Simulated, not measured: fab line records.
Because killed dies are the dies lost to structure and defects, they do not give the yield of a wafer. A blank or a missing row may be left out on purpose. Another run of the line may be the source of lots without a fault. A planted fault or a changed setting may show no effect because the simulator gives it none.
Which of the tools did it? -- flow gf180mcu -- 42 wafers from 14 lots sampled at 4 of the route's 602 steps

WHAT EACH GAUGE READ, for each wafer
GF_M2_THK_MEAS_06: measures by xrf.
lot,measured,on,M2_ALCU_THK (nm)
L404,day 18 08:07,film metro-01,448 451 448
L405,day 18 21:31,film metro-02,454 455 456
L406,day 19 06:38,film metro-02,453 452 452
L407,day 19 11:14,film metro-01,455 457 454
L418,day 24 07:12,film metro-04,456 453 455
L419,day 24 05:22,film metro-01,459 461 464
L420,day 24 10:12,film metro-04,454 461 452
L422,day 25 02:40,film metro-04,452 455 452
L423,day 25 07:50,film metro-04,458 457 455
L424,day 25 15:30,film metro-01,456 454 456
L425,day 26 01:17,film metro-04,460 459 460
L426,day 26 08:34,film metro-02,458 459 458

TOOL THAT RAN EACH LOT (tool first, then ch and the chambers of the sampled wafers, then the start)
lot,GF_STI_WET_ETCH_17,GF_CONTACT_CMP_27,GF_V1_STRIP_18
L404,"wet bench-04 ch 0, day 2 04:20","cmp-02 ch 0,2, day 16 05:43","plasma asher-01 ch 0,1, day 18 06:33"
L405,"wet bench-04 ch 1, day 2 07:31","cmp-02 ch 0,1,3, day 16 19:08","plasma asher-01 ch 0,1, day 18 19:56"
L406,"wet bench-01 ch 1, day 2 12:56","cmp-01 ch 1,2,3, day 17 02:41","plasma asher-01 ch 0, day 19 05:03"
L407,"wet bench-01 ch 3, day 2 17:53","cmp-02 ch 0,2,3, day 17 07:14","plasma asher-04 ch 0,1, day 19 09:40"
L408,"wet bench-01 ch 0, day 2 21:56",-,-
L409,"wet bench-01 ch 1, day 3 04:09",-,-
L418,"wet bench-04 ch 3, day 5 03:32","cmp-01 ch 2,3, day 22 05:17","plasma asher-02 ch 0, day 24 05:35"
L419,"wet bench-03 ch 3, day 5 07:47","cmp-01 ch 0,1, day 22 03:53","plasma asher-01 ch 0,1, day 24 03:47"
L420,"wet bench-03 ch 3, day 5 11:29","cmp-02 ch 0,1,3, day 22 07:58","plasma asher-01 ch 0,1, day 24 08:37"
L422,"wet bench-01 ch 1, day 5 23:30","cmp-02 ch 2,3, day 23 01:08","plasma asher-04 ch 0,1, day 25 00:27"
L423,"wet bench-04 ch 2, day 6 03:23","cmp-01 ch 0,1,2, day 23 08:56","plasma asher-02 ch 0,1, day 25 06:10"
L424,"wet bench-01 ch 0, day 6 12:23","cmp-02 ch 0,1,3, day 23 16:26","plasma asher-04 ch 0,1, day 25 13:55"
L425,"wet bench-01 ch 3, day 6 15:53","cmp-01 ch 0,1,2, day 23 23:19","plasma asher-01 ch 1, day 25 23:40"
L426,"wet bench-04 ch 1, day 6 23:26","cmp-02 ch 2,3, day 24 11:20","plasma asher-02 ch 0,1, day 26 06:42"
- GF_STI_WET_ETCH_17: etches Si3N4 in H3PO4, target depth 45 nm, time 514 s.
- GF_CONTACT_CMP_27: polishes, stops on SiO2, t overpolish 15 s, target thk 0 nm.
- GF_V1_STRIP_18: strips in O2/N2.

WHAT THE TOOLS THEMSELVES READ (means of the sampled wafers that have a number; where no wafer has one, the mark that the record gives instead)
GF_STI_WET_ETCH_17.
lot,tool,bath guard temp C (C),bath heat duty pct (%)
L404,wet bench-04,159.9,23
L405,wet bench-04,160.7,29
L406,wet bench-01,160.3,29
L407,wet bench-01,160.5,26
L408,wet bench-01,-,-
L409,wet bench-01,-,-
L418,wet bench-04,159.9,32
L419,wet bench-03,160.0,32
L420,wet bench-03,160.0,33
L422,wet bench-01,160.2,27
L423,wet bench-04,160.8,26
L424,wet bench-01,159.7,20
L425,wet bench-01,160.6,26
L426,wet bench-04,160.7,31

GF_CONTACT_CMP_27.
lot,tool,motor current A (A),overpolish run s (s),platen rpm (rpm),time to endpoint s (s)
L404,cmp-02,10.2,15.000,59.98,75
L405,cmp-02,10.5,15.009,59.98,75
L406,cmp-01,11.3,14.997,60.00,69
L407,cmp-02,10.4,14.988,60.00,78
L418,cmp-01,11.7,15.007,60.00,71
L419,cmp-01,10.3,15.004,59.99,71
L420,cmp-02,10.8,15.001,60.01,72
L422,cmp-02,10.7,15.002,59.98,70
L423,cmp-01,10.8,15.003,60.02,69
L424,cmp-02,10.5,15.006,59.98,69
L425,cmp-01,11.4,14.998,60.00,71
L426,cmp-02,10.7,14.984,60.01,69

GF_V1_STRIP_18.
lot,tool,drypump motor current A (A),heater power w (W),oes product au (a.u.),platen temp c (C)
L404,plasma asher-01,5.5,328,0.590,249.76
L405,plasma asher-01,5.8,316,0.600,250.04
L406,plasma asher-01,6.1,302,0.600,249.96
L407,plasma asher-04,5.4,290,0.596,250.10
L418,plasma asher-02,6.3,367,0.598,250.06
L419,plasma asher-01,5.5,323,0.597,249.81
L420,plasma asher-01,5.8,312,0.591,250.01
L422,plasma asher-04,5.4,289,0.599,250.03
L423,plasma asher-02,6.0,338,0.593,250.19
L424,plasma asher-04,5.4,289,0.594,249.99
L425,plasma asher-01,5.2,340,0.599,249.79
L426,plasma asher-02,5.7,318,0.592,250.16

THE ANSWER, worked out from the rows above alone
Rule: the lots themselves supply what counts as usual. Put in order of their means at a reading, lots are off if they are a third of the lots or fewer, leave a main group of 4 or more, and stand apart from it by a gap of 3 or more times the standard deviation of the main group's means; of several such gaps the widest counts. If all means in a main group match to the digits the tables above print for the reading, that group is not used. Also off: a lot with no number at a reading for which 4 or more lots have one. All remaining lots with rows at the step are treated as sound. After the gauges, taken in route order, come the tools' own readings; for these a lot's mean is taken, as printed above. At the first step where some lot is off, the reading lying furthest off is the one used; lots without a number count as furthest.
Off: L408, L409 (GF_STI_WET_ETCH_17, bath guard temp C). Without a number there: L408, L409. For the main group the mean is 160.3 C and the standard deviation 0.36.
If a tool, at that step or one of the process steps before it, ran each lot that is off and ran no sound lot following the first of them, it fits. Of those tried, none fits.

WHAT THE SIMULATOR HAD PUT IN
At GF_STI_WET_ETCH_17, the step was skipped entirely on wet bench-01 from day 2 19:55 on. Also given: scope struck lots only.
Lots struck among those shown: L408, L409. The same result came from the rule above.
